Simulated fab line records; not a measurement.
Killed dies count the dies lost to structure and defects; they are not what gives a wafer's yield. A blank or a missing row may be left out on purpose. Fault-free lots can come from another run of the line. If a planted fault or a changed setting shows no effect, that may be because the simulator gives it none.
Comparing a struck lot with a sound one | flow gf180mcu | 27 steps out of a route of 602
Sound: the wafers L677.3, L677.4, L677.5. Wafers struck: L678.1, L678.3, L678.4. The cause is given at the end.
Each step with rows lists, per side, the tool, then ch with its chambers, then its first start. Under that, the readings that differ: sound wafers | struck wafers | difference of the means | sigmas: that difference in standard deviations of wafers without a fault.
alike: readings with means less than 2 such deviations apart, plus words and numbers identical on both sides. not compared: withheld readings, readings lacking a value on some wafer, bounds such as >300 that could conceal the same value, and numbers that have no deviation in the record and whose values overlap.
A row with sigmas, a row that says differs or no value, or rows on one side alone: a step with any of these is where the two part. Non-overlapping numbers with no deviation appear without sigmas and do not part them. Lack of a reading on every wafer of one side parts them only where that side has two or more wafers.

GF_LVPWELL_STRIP_10: strips in O2/N2.
  sound on plasma-asher-02 ch 0,1, day 7 02:10; struck on plasma-asher-02 ch 0,1, day 7 07:16
  reading                      | sound             | struck            | difference | sigmas
  strip-time-to-endpoint-s (s) | 37.16 37.07 37.10 | 36.72 36.80 36.86 | -0.32      | -3
  alike: chamber-pressure-mTorr, drypump-motor-current-A, heater-power-w, n2-flow-sccm, oes-product-au, platen-temp-c
  not compared: rf-hours-counter-h
GF_LVPWELL_TW_MEAS_11:
  struck on film-metro-02, day 7 07:22; sound on film-metro-03, day 7 02:15
  alike: LVPWELL_TW
then, 7 steps without rows for these wafers: GF_MVSD_DEHYDRATE_00 (time 60 s); GF_MVSD_HMDS_01 (prime time 60 s); GF_MVSD_COAT_02 (resist thk 3000 nm); GF_MVSD_SOFTBAKE_03; GF_MVSD_EXPOSE_04 (exposes mask MVSD, target cd 1000 nm); GF_MVSD_PEB_05; GF_MVSD_DEVELOP_06 (develop time 60 s).
GF_MVSD_OVL_MEAS_07:
  struck on overlay-02, day 7 23:51; sound on overlay-01, day 7 17:30
  alike: MVSD_OVL
then, 2 steps without rows for these wafers: GF_MVSD_IMPLANT_08; GF_MVSD_IMPLANT_09.
GF_MVSD_STRIP_10: strips in O2/N2.
  sound on plasma-asher-01 ch 0,1, day 7 17:51; struck on plasma-asher-04 ch 0,1, day 8 00:11
  no value came back on the struck wafers for any of 7 readings (chamber-pressure-mTorr (mTorr), drypump-motor-current-A (A) and others); on the sound wafers chamber-pressure-mTorr (mTorr) reads 1499.2 1500.6 1502.3
  reading                                | sound | struck         | difference | sigmas
  model.coat_of_MVSD_COAT_02.thk-nm (nm) | 0 0 0 | 2998 2995 2998 | +2997      |
  not compared: rf-hours-counter-h
GF_MVSD_TW_MEAS_11:
  struck on film-metro-01, day 8 00:17; sound on film-metro-01, day 7 17:56
  alike: MVSD_TW
then, 7 steps without rows for these wafers: GF_MVPSD_DEHYDRATE_00 (time 60 s); GF_MVPSD_HMDS_01 (prime time 60 s); GF_MVPSD_COAT_02 (resist thk 3000 nm); GF_MVPSD_SOFTBAKE_03; GF_MVPSD_EXPOSE_04 (exposes mask MVPSD, target cd 1000 nm); GF_MVPSD_PEB_05; GF_MVPSD_DEVELOP_06 (develop time 60 s).
GF_MVPSD_OVL_MEAS_07:
  struck on overlay-02, day 8 16:41; sound on overlay-02, day 8 09:28
  alike: MVPSD_OVL
then, 2 steps without rows for these wafers: GF_MVPSD_IMPLANT_08; GF_MVPSD_IMPLANT_09.
GF_MVPSD_STRIP_10: strips in O2/N2.
  sound on plasma-asher-02 ch 0,1, day 8 09:49; struck on plasma-asher-04 ch 0,1, day 8 17:01
  reading                      | sound             | struck            | difference | sigmas
  drypump-motor-current-A (A)  | 5.7 6.6 6.6       | 4.9 4.9 5.1       | -1.3       | -2
  oes-product-au (a.u.)        | 0.717 0.720 0.723 | 0.741 0.740 0.736 | +0.019     | +4
  strip-time-to-endpoint-s (s) | 36.82 36.86 36.87 | 81.35 81.18 81.32 | +44.43     | +99 or more
  alike: chamber-pressure-mTorr, heater-power-w, n2-flow-sccm, platen-temp-c
  not compared: rf-hours-counter-h
GF_MVPSD_TW_MEAS_11:
  struck on film-metro-02, day 8 17:07; sound on film-metro-03, day 8 09:54
  reading  | sound       | struck   | difference | sigmas
  MVPSD_TW | 560 560 553 | 30 31 31 | -527       | -99 or more
then, 1 step without rows for these wafers: GF_VT_IMPLANT_DEHYDRATE_00 (time 60 s).

== WHERE THEY PART ==
Last at GF_MVPSD_TW_MEAS_11 as far as this record goes, first at GF_LVPWELL_STRIP_10.

WHY: what the simulator had put in
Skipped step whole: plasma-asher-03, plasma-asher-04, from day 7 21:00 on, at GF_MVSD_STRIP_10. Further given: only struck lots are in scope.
